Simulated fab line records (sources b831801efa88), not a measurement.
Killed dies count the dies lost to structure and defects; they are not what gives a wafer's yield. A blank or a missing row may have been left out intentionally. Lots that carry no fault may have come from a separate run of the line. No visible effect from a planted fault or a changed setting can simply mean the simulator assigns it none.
Struck lot and sound lot, side by side	flow sky130	22 steps out of a route of 708
Sound: the wafers L403.1, L403.2, L403.6. Struck: wafers L396.2, L396.4, L396.6. The cause is given at the end.
Order at every step that has rows: each side's tool, ch and its chambers, its first start. Under that, the readings that differ: sound wafers	struck wafers	difference of the means	sigmas: that difference in standard deviations of wafers without a fault.
alike: words and numbers the same on both sides, and readings whose means are apart by under 2 such deviations; not compared: readings that were withheld, readings missing a value for some wafer, numbers with overlapping values and no deviation given by the record, and bounds like >300 which may hide the same value.
Wherever a step has rows on one side only, a row that says differs or no value, or a row with sigmas, the two part there. Numbers that have no deviation but don't overlap get no sigmas and don't part them. A reading that every wafer of one side lacks parts them only if that side has two wafers or more.

first, 8 steps without rows for these wafers: SKY_DNWELL_DEHYDRATE_00 (time 60 s); SKY_DNWELL_HMDS_01 (prime time 60 s); SKY_DNWELL_COAT_02 (resist thk 3000 nm); SKY_DNWELL_SOFTBAKE_03; SKY_DNWELL_EXPOSE_04 (exposes mask DNM, target cd 3000 nm); SKY_DNWELL_PEB_05; SKY_DNWELL_DEVELOP_06 (develop time 60 s); SKY_DNWELL_IMPLANT_07.
SKY_DNWELL_STRIP_08: strips in O2/N2.
  sound on plasma-asher-03 ch 0,1, day 6 13:32; struck on plasma-asher-04 ch 0,1, day 5 01:22
  alike: chamber-pressure-mTorr, drypump-motor-current-A, oes-product-au, strip-time-to-endpoint-s
  not compared: rf-hours-counter-h
SKY_DNWELL_TW_MEAS_09:
  sound on film-metro-04, day 6 13:38; struck on film-metro-03, day 5 01:28
  alike: DNWELL_TW
then, 2 steps without rows for these wafers: SKY_PWDE_DEHYDRATE_00 (time 60 s); SKY_PWDE_HMDS_01 (prime time 60 s).
SKY_PWDE_COAT_02: resist thk 3000 nm.
  sound on litho-track-04 ch 0, day 6 22:31; struck on litho-track-01 ch 0, day 5 09:22
reading	sound	struck	difference	sigmas
model.coat_of_PWDE_COAT_02.thk-nm (nm)	3003 3003 2997	934.3 933 932	-2067.9	
then, 3 steps without rows for these wafers: SKY_PWDE_SOFTBAKE_03; SKY_PWDE_EXPOSE_04 (exposes mask PWDEM, target cd 840 nm); SKY_PWDE_PEB_05.
SKY_PWDE_DEVELOP_06: develop time 60 s.
  sound on litho-track-01 ch 0; struck on litho-track-04 ch 0
reading	sound	struck	difference	sigmas
model.coat_of_PWDE_COAT_02.thk-nm (nm)	2998 2999 2992	930 928.8 927.7	-2068	
SKY_PWDE_OVL_MEAS_07:
  sound on overlay-01, day 7 08:15; struck on overlay-02, day 5 18:55
  alike: PWDE_OVL
after that, 1 step had no rows for these wafers: SKY_PWDE_IMPLANT_08.
SKY_PWDE_STRIP_09: strips in O2/N2.
  sound on plasma-asher-01 ch 0,1, day 7 08:26; struck on plasma-asher-02 ch 0,1, day 5 19:06
reading	sound	struck	difference	sigmas
strip-time-to-endpoint-s (s)	36.93 36.96 36.86	12.62 12.61 12.58	-24.31	-99 or more
  alike: chamber-pressure-mTorr, drypump-motor-current-A, oes-product-au
  not compared: rf-hours-counter-h
SKY_PWDE_TW_MEAS_10:
  sound on film-metro-04, day 7 08:32; struck on film-metro-04, day 5 19:13
  alike: PWDE_TW
-- the record jumps here: 42 days lie between the struck wafers' starts before and after (it left off in module PWDE and takes up again in module PAD_OPEN, whose first step shown is number 708 of the route) --
SKY_PAD_OPEN_PROBE_99:
  sound on prober-02, day 49 12:45; struck on prober-01, day 48 00:46
reading	sound	struck	difference	sigmas
killed-at-front-end	14 19 11	418 414 424	+404	+88
killed-dies	83 71 102	484 485 481	+398	+43
killed-on-rim	22 10 19	93 89 90	+74	+21
  alike: killed_at_M0_to_M3, killed_at_M4_up, killed-at-contacts, killed-at-other, killed-open, killed-short

== WHERE THEY PART ==
At SKY_PWDE_STRIP_09 first; at SKY_PAD_OPEN_PROBE_99 last (within this record only).

WHY: what the simulator had put in
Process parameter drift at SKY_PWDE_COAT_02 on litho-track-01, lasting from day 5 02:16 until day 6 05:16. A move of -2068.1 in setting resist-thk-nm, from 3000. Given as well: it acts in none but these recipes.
